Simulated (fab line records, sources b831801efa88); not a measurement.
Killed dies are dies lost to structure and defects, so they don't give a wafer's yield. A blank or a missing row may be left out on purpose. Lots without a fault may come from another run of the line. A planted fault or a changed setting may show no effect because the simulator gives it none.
Problem report in the 8D (eight disciplines) form, filled by code | flow gf180mcu | the parts of the form that need people (team, actions taken, sign-off) are left out

1. THE PROBLEM
cathode_dc_power_W at GF_TOP_METAL_SPUTTER_03 reads a mean of 2871.3 W on 3 wafers of 3 lots; wafers without a fault read 3000.0 W with a standard deviation of 0.57. That is -99 or more standard deviations from the usual mean.
The step: material Ti, target thk 5 nm, time 3.3 s.
First seen on wafer L523.2, day 30 13:44, on pvd_sputter-01. The record holds 39 wafers of 13 lots with a number at this step. Rule for "out", or "out of limits": more than 4 standard deviations from the usual mean. The other wafers with a number count as sound.

2. WHAT IT IS AND WHAT IT IS NOT
question                    | is                     | is not
which readings at this step | cathode_dc_power_W     | throttle_valve_pct
which lots                  | L523, L524, L525       | L514, L515, L517, L518, L521, L526, L529, L532, L535, L536
which wafers of those lots  | L523.2, L524.1, L525.3 | L523.3, L523.5, L524.2, L524.5, L525.4, L525.6
read on which tools         | pvd_sputter-01         | pvd_sputter-02, pvd_sputter-03
when                        | from day 30 13:44      | up to then (17 sound wafers); but 19 sound wafers of L524, L525, L526, L529, L532, L535, L536 came after

3. SUSPECTS, AND WHAT RULES EACH OUT
Counting: a tool at a process step up to the reading stays a suspect if it ran every lot that is out. Sound lots after the first of them don't rule it out here, since some wafers of a struck lot are sound.
- pvd_sputter-01 at GF_TOP_METAL_SPUTTER_03 (material Ti, target thk 5 nm, time 3.3 s): kept. It ran every lot that is out, first L523 (day 30 13:44); its last sound lot up to then is L521 (day 29 20:59). Its own readings are out on those wafers: cathode_dc_power_W.
Left after counting: pvd_sputter-01 at GF_TOP_METAL_SPUTTER_03.

4. THE CAUSE (what the simulator had put in)
Process parameter drift: pvd_sputter-01, from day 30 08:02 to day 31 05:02, at GF_TOP_METAL_SPUTTER_03. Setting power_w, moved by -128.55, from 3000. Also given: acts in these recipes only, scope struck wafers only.
Counting left only this tool.

5. THE CHAIN OF EFFECTS, in route order
Each row: a reading whose mean over the struck wafers that have a number lies more than 3 standard deviations from the usual. Only readings for which the record gives a usual standard deviation are gone through. hours: the time from each lot's start at the first step in this table that gives one to its start at this step, as a median over the lots. sigmas: the change in usual standard deviations.
hours | step                    | reading            | usual    | on struck wafers | change | sigmas
0     | GF_TOP_METAL_SPUTTER_03 | cathode_dc_power_W | 3000.0 W | 2871.3           | -128.7 | -99 or more
The process steps in it:
- GF_TOP_METAL_SPUTTER_03: material Ti, target thk 5 nm, time 3.3 s.
Later measuring or inspecting steps at which every struck wafer that the step has a row for has a number for every such reading, and none has moved that far: GF_PASSIVATION_THK_MEAS_03, GF_PASSIVATION_BOW_MEAS_14.

6. WHAT WOULD HAVE CAUGHT IT SOONER
In this record the first reading out of limits was taken at day 30 13:44, 6 hours after the fault began at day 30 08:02.
